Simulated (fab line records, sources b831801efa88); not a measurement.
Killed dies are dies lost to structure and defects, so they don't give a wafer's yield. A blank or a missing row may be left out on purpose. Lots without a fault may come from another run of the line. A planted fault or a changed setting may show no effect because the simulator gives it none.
Chamber matching | flow sky130 | SKY_CONTACT_CVD_00 on pecvd-03: 3 sister chambers
The step deposits Si3N4, target thk 75 nm. 6 wafers are shown with their chamber, then 10 later ones without.

WAFERS WITH THEIR CHAMBER
wafer  | chamber | heater_power_w (W)
L082.4 | 2       | 733
L083.1 | 2       | 707
L083.2 | 1       | 770
L083.3 | 0       | 728
L085.1 | 1       | 696
L085.2 | 0       | 773

WAFERS WITHOUT THEIR CHAMBER
wafer  | heater_power_w (W)
L085.5 | 733
L089.1 | 778
L089.5 | 710
L089.6 | 785
L092.1 | 713
L092.2 | 757
L092.6 | 715
L094.1 | 747
L094.3 | 652
L094.6 | 674

WHICH CHAMBER EACH WENT THROUGH
wafer  | from the rows above          | in truth
L085.5 | can't be placed: 1 or 2 or 0 | 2
L089.1 | can't be placed: 0 or 1 or 2 | 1
L089.5 | can't be placed: 2 or 1 or 0 | 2
L089.6 | can't be placed: 0 or 1 or 2 | 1
L092.1 | can't be placed: 2 or 1 or 0 | 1
L092.2 | can't be placed: 0 or 1 or 2 | 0
L092.6 | can't be placed: 2 or 1 or 0 | 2
L094.1 | can't be placed: 0 or 1 or 2 | 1
L094.3 | can't be placed: 2 or 1 or 0 | 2
L094.6 | can't be placed: 2 or 1 or 0 | 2
Placed correctly: 0 of 10. Can't be placed from these rows: 10 (the true chamber is among the candidates in 10). Placed wrongly: 0.
How it was worked out, from the rows above alone: a wafer's distance from a chamber is the root of the sum, over the readings, of the square of ((its reading less the chamber's mean) divided by the reading's scatter). The wafer belongs to the nearest chamber; if the next one is less than 2 further off, it can't be placed. A chamber's mean is the mean of its shown wafers. The scatter: the root of (the sum of the squares of (reading less its chamber's mean) over the shown wafers, divided by (wafers less chambers)).
